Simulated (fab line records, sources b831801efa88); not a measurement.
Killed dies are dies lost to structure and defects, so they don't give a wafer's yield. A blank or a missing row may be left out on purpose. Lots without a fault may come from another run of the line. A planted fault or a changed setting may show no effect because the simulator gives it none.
Problem report in the 8D (eight disciplines) form, filled by code | flow gf180mcu | the parts of the form that need people (team, actions taken, sign-off) are left out

1. THE PROBLEM
chamber_pressure_pa at GF_M1_SPUTTER_00 reads a mean of 2.081 Pa on 6 wafers of 2 lots; wafers without a fault read 2.001 Pa with a standard deviation of 0.0038. That is +21 standard deviations from the usual mean.
The step: material Ti, target thk 37.5 nm, time 150 s.
First seen on wafer L393.2, day 21 17:34, on pvd_sputter-04. The record holds 18 wafers of 6 lots with a number at this step. Rule for "out", or "out of limits": more than 4 standard deviations from the usual mean. The other wafers with a number count as sound.

2. WHAT IT IS AND WHAT IT IS NOT
question                    | is                     | is not
which readings at this step | chamber_pressure_pa    | -
which lots                  | L393, L394             | L381, L383, L395, L397
which wafers of those lots  | all that have a number | -
read on which tools         | pvd_sputter-04         | pvd_sputter-02
when                        | from day 21 17:34      | up to then (6 sound wafers); but 6 sound wafers of L395, L397 came after

3. SUSPECTS, AND WHAT RULES EACH OUT
Counting: a tool at a process step up to the reading stays a suspect if it ran every lot that is out and no sound lot after the first of them.
- rie_diel-04 at GF_CONTACT_ETCH_16 (etches BARC in N2/H2): kept. It ran every lot that is out, first L393 (day 21 16:26), and no sound lot after that.
- pvd_sputter-01 at GF_CONTACT_SPUTTER_22 (material Ti, target thk 15 nm, time 80.02 s): kept. It ran every lot that is out, first L393 (day 21 16:53), and no sound lot after that; its last sound lot up to then is L383 (day 17 23:00).
- pvd_sputter-01 at GF_CONTACT_SPUTTER_23 (material TiN, target thk 10 nm, time 40 s): kept. It ran every lot that is out, first L393 (day 21 16:58), and no sound lot after that; its last sound lot up to then is L383 (day 17 23:04).
- cvd_w-01 at GF_CONTACT_CVD_24 (deposits W, target thk 300 nm, time 90.339 s): ruled out as a lasting fault. Sound lots L397 ran on it after its first lot that is out, L393 (day 21 16:59).
- pvd_sputter-04 at GF_M1_SPUTTER_00 (material Ti, target thk 37.5 nm, time 150 s): kept. It ran every lot that is out, first L393 (day 21 17:34), and no sound lot after that; its last sound lot up to then is L381 (day 17 17:01). Its own readings are out on those wafers: chamber_pressure_pa.
Left after counting: rie_diel-04 at GF_CONTACT_ETCH_16, pvd_sputter-01 at GF_CONTACT_SPUTTER_22, pvd_sputter-01 at GF_CONTACT_SPUTTER_23, pvd_sputter-04 at GF_M1_SPUTTER_00.

4. THE CAUSE (what the simulator had put in)
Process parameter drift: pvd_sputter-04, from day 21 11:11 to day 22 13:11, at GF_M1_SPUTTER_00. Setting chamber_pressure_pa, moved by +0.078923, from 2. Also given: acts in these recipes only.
Counting left 4 suspects, and this tool is among them.

5. THE CHAIN OF EFFECTS, in route order
Each row: a reading whose mean over the struck wafers that have a number lies more than 3 standard deviations from the usual. Only readings for which the record gives a usual standard deviation are gone through. hours: the time from each lot's start at the first step in this table that gives one to its start at this step, as a median over the lots. sigmas: the change in usual standard deviations.
hours | step             | reading             | usual    | on struck wafers | change | sigmas
0     | GF_M1_SPUTTER_00 | chamber_pressure_pa | 2.001 Pa | 2.081            | +0.080 | +21
The process steps in it:
- GF_M1_SPUTTER_00: material Ti, target thk 37.5 nm, time 150 s.

6. WHAT WOULD HAVE CAUGHT IT SOONER
In this record the first reading out of limits was taken at day 21 17:34, 6 hours after the fault began at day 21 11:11.
